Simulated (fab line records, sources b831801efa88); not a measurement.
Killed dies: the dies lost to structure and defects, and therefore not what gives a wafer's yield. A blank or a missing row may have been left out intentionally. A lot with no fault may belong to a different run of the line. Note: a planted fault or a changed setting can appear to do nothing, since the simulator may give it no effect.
Which tool is to blame?	flow gf180mcu	12 lots, 36 wafers sampled, at 2 steps of a route of 602

## WHAT EACH GAUGE READ, for each wafer
GF_V2_THK_MEAS_03.
lot	measured	on	V2_CVD_02_THK (nm)
L075	day 19 12:54	filmMetro-01	824 845 852
L077	day 20 08:47	filmMetro-03	845 868 865
L079	day 21 02:37	filmMetro-04	861 851 846
L081	day 22 01:25	filmMetro-03	833 839 856
L083	day 22 21:59	filmMetro-04	845 861 870
L085	day 23 16:22	filmMetro-01	850 860 864
L087	day 24 07:10	filmMetro-03	851 871 851
L089	day 24 21:35	filmMetro-04	866 851 855
L091	day 25 11:02	filmMetro-04	837 842 852
L093	day 26 02:02	filmMetro-03	849 851 841
L095	day 26 16:55	filmMetro-03	846 849 843
L097	day 27 09:49	filmMetro-04	846 844 858

## WHAT TOOL EACH LOT RAN ON (gives the tool, then ch and the chambers of the sampled wafers, and finally the start)
lot	GF_V1_ETCH_17
L075	rieDiel-04 ch 0,1,2, day 19 12:54 or earlier
L077	rieDiel-04 ch 0,3, day 20 08:47 or earlier
L079	rieDiel-02 ch 0,1, day 21 02:37 or earlier
L081	rieDiel-01 ch 1,2, day 22 01:25 or earlier
L083	rieDiel-02 ch 0,1,2, day 22 21:59 or earlier
L085	rieDiel-02 ch 0,1,3, day 23 16:22 or earlier
L087	rieDiel-04 ch 0,1,2, day 24 07:10 or earlier
L089	rieDiel-02 ch 0,2,3, day 24 21:35 or earlier
L091	rieDiel-01 ch 0,1,3, day 25 11:02 or earlier
L093	rieDiel-01 ch 0,2,3, day 26 02:02 or earlier
L095	rieDiel-01 ch 0,2,3, day 26 16:55 or earlier
L097	rieDiel-02 ch 0,3, day 27 09:49 or earlier
- GF_V1_ETCH_17: etches SiO2 in C4F8/O2/Ar, stops on TiN, target depth 630 nm.

## THE ANSWER, worked out from the rows above alone
Rule: usual is defined by the lots themselves. The widest of any qualifying gaps counts: lots, ordered by their means at a reading, are off when they make up no more than a third of the lots, leave a main group of 4 or more, and stand apart from it by 3 or more times the standard deviation of that group's means. The tables above print the reading to a certain number of digits; a main group whose means all agree to those digits is not used. A lot without any number at a reading at which 4 lots or more have one is off too. The other lots that the step has rows for count as sound.
No lot is off at any reading shown: from this, nothing can be told.

## WHAT HAD BEEN PUT IN BY THE SIMULATOR
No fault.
